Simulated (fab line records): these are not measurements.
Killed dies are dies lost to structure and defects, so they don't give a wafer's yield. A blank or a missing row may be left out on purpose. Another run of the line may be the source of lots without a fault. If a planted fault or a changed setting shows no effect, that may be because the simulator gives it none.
Problem report in the 8D (eight disciplines) form, filled by code    flow sky130    the parts of the form that need people (team, actions taken, sign-off) are left out

== 1. THE ISSUE ==
cd-nm at SKY_LDD_P_CD_MEAS_07 reads a mean of 355.1 nm on 5 wafers of 2 lots; wafers without a fault read 379.4 nm with a standard deviation of 2.1. Measured from the usual mean, that is -12 standard deviations.
The step: target cd 380 nm.
First seen on wafer L591.2, day 22 13:52, on cd-sem-02. The record has a number at this step for 33 wafers belonging to 11 lots. By rule, "out" or "out of limits" means more than 4 standard deviations away from the usual mean. Any other wafer with a number is counted as sound.

== 2. WHAT THIS IS AND IS NOT ==
question                     is                                      is not
which readings at this step  cd-nm                                   -
which lots                   L591, L593                              L581, L582, L584, L587, L599, L600, L601, L602, L603
which wafers of those lots   L591.2, L591.4, L593.2, L593.3, L593.4  L591.1
read on which gauges         cd-sem-02                               cd-sem-01
when                         from day 22 13:52                       up to then (13 sound wafers); but 15 sound wafers of L599, L600, L601, L602, L603 came after

== 3. WHAT RULES OUT EACH SUSPECT ==
Counting: any tool at a process step up to the reading remains a suspect provided it ran every lot that is out. Sound lots after the first of them don't rule it out here, since some wafers of a struck lot are sound.
- the gauge at SKY_LDD_P_CD_MEAS_07 has been ruled out. All the wafers that are out were read on cd-sem-02, but those of them that SKY_LDD_P_STRIP_10 has rows for are out there too, on other tools.
- litho-track-01 at SKY_LDD_P_COAT_02 (resist thk 1140 nm): kept. It ran every lot that is out, first L591 (day 21 22:33); its last sound lot up to then is L584 (day 21 01:48).
Remaining after the count: litho-track-01 at SKY_LDD_P_COAT_02.

== 4. THE CAUSE (what the simulator had put in) ==
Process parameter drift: litho-track-01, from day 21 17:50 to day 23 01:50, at SKY_LDD_P_COAT_02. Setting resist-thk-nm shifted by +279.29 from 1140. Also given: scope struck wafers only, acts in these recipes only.
Only this tool survived the counting.

== 5. SEQUENCE OF EFFECTS, ordered by route ==
Each row: a reading whose mean over the struck wafers that have a number lies more than 3 standard deviations from the usual. Only readings whose record carries a usual standard deviation are examined. hours: median over the lots of the time between each lot's start at the first step of this table that gives one and its start at this step. sigmas: the change, counted in usual standard deviations.
hours  step                  reading                   usual     on struck wafers  change  sigmas
0      SKY_LDD_P_CD_MEAS_07  cd-nm                     379.4 nm  355.1             -24.3   -12
0      SKY_LDD_P_STRIP_10    strip-time-to-endpoint-s  14.16 s   17.25             +3.09   +70
The process steps in it:
- SKY_LDD_P_STRIP_10: strips in O2/N2.

== 6. HOW IT WOULD HAVE BEEN CAUGHT EARLIER ==
The first out-of-limits reading at a measuring or inspecting step in this record came at day 22 13:52, 20 hours after the fault's start at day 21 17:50.
An alarm limit of 4 standard deviations would not have fired on the tool readings at SKY_LDD_P_COAT_02 for which the record gives a usual standard deviation, since none of them was out on any struck wafer.
Of the lots that are out (2), L593 began SKY_LDD_P_COAT_02 on litho-track-01 after day 22 13:52. It would have been spared by a hold on the tool at that moment.
